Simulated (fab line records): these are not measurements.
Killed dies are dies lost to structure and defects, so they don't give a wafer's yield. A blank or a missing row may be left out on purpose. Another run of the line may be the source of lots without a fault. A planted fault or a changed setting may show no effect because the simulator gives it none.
Matching of chambers	flow sky130	4 sister chambers for SKY_VIA4_ETCH_12 on rie diel-01
The step etches SiO2 in C4F8/O2/Ar, stops on TiN, target depth 580 nm. 4 wafers are shown with their chamber, then 11 later ones without.

WAFERS WITH THEIR CHAMBER
wafer	chamber	rf fwd power W (W)
L085.5	0	1504
L093.1	3	1498
L093.4	1	1497
L092.1	2	1493

WAFERS WITHOUT THEIR CHAMBER
wafer	rf fwd power W (W)
L092.4	1488
L092.5	1495
L094.1	1494
L094.3	1497
L094.4	1497
L095.1	1483
L095.3	1497
L095.6	1489
L097.3	1498
L097.4	1488
L097.6	1482

THE CHAMBER EACH PASSED THROUGH
wafer	from the rows above	in truth
L092.4	can't be placed: 2 or 1 or 3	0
L092.5	can't be placed: 1 or 2 or 3 or 0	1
L094.1	can't be placed: 2 or 1 or 3 or 0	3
L094.3	can't be placed: 1 or 3 or 2 or 0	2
L094.4	can't be placed: 1 or 3 or 2 or 0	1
L095.1	can't be placed: 2 or 1 or 3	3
L095.3	can't be placed: 1 or 3 or 2 or 0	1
L095.6	can't be placed: 2 or 1 or 3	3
L097.3	can't be placed: 3 or 1 or 2 or 0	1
L097.4	can't be placed: 2 or 1 or 3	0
L097.6	can't be placed: 2 or 1 or 3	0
0 of 11 placed correctly. Can't be placed from these rows: 11 (the true chamber is among the candidates in 8). 0 placed wrongly.
How it was worked out, from the rows above alone: a wafer's distance from a chamber is the root of the sum, over the readings, of the square of ((its reading less the chamber's mean) divided by the reading's scatter). If the next closest chamber is less than 2 further off than the closest, the wafer can't be placed; otherwise it belongs to the closest. Each chamber's mean is taken over the wafers shown for it. The scatter: with one shown wafer a chamber, the root of the mean of the squares of how far each hidden wafer lies from its nearest shown one.
